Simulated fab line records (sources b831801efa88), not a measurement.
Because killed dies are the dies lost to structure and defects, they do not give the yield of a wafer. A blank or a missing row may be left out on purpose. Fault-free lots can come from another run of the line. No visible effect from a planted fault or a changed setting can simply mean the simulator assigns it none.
The tool behind it: which one?	flow sky130	11 lots (33 wafers sampled), 1 step of a 708-step route

== WHAT THE GAUGES SHOWED, per wafer ==
SKY_CAPM_THK_MEAS_01.
lot	measured	on	CAPM_CVD_00_THK (nm)
L589	day 37 06:11	film metro-03	15.4 15.3 15.4
L591	day 37 17:58	film metro-01	15.2 15.8 15.8
L590	day 38 06:59	film metro-04	15.1 15.1 15.4
L593	day 38 22:23	film metro-03	15.1 15.8 15.3
L595	day 39 16:58	film metro-01	15.5 15.3 15.9
L597	day 40 06:50	film metro-03	15.2 15.5 15.4
L598	day 40 09:50	film metro-03	16.0 15.8 16.0
L600	day 40 23:02	film metro-03	16.0 15.7 16.1
L604	day 41 18:45	film metro-03	15.1 15.3 15.4
L608	day 42 16:07	film metro-03	15.6 15.7 15.9
L609	day 43 11:16	film metro-03	15.7 15.1 15.8

== WHICH TOOL RAN EACH LOT (tool, then ch and the chambers of the sampled wafers, then the start) ==
The record shows no process step preceding these readings.

== AS READ BY THE TOOLS THEMSELVES (means over the sampled wafers that have a number; for cases with no such wafer, the mark the record gives instead) ==
The record holds no such reading with a usual standard deviation.

== THE ANSWER, worked out from the rows above alone ==
Rule: usual is defined by the lots themselves. The widest of any qualifying gaps counts: lots, ordered by their means at a reading, are off when they make up no more than a third of the lots, leave a main group of 4 or more, and stand apart from it by 3 or more times the standard deviation of that group's means. A main group whose means are all the same, to the digits that the tables above print for the reading, isn't used. A lot without any number at a reading at which 4 lots or more have one is off too. The other lots that the step has rows for count as sound. Order of review: gauges by route order, followed by the tools' own readings, for which a lot's mean as printed above is used. The first step at which some lot is off is used, and at that step the reading that is off furthest; a lot without a number counts as furthest.
No lot is off on any of the readings shown, so nothing can be concluded from this.

== WHAT THE SIMULATOR HAD PUT IN ==
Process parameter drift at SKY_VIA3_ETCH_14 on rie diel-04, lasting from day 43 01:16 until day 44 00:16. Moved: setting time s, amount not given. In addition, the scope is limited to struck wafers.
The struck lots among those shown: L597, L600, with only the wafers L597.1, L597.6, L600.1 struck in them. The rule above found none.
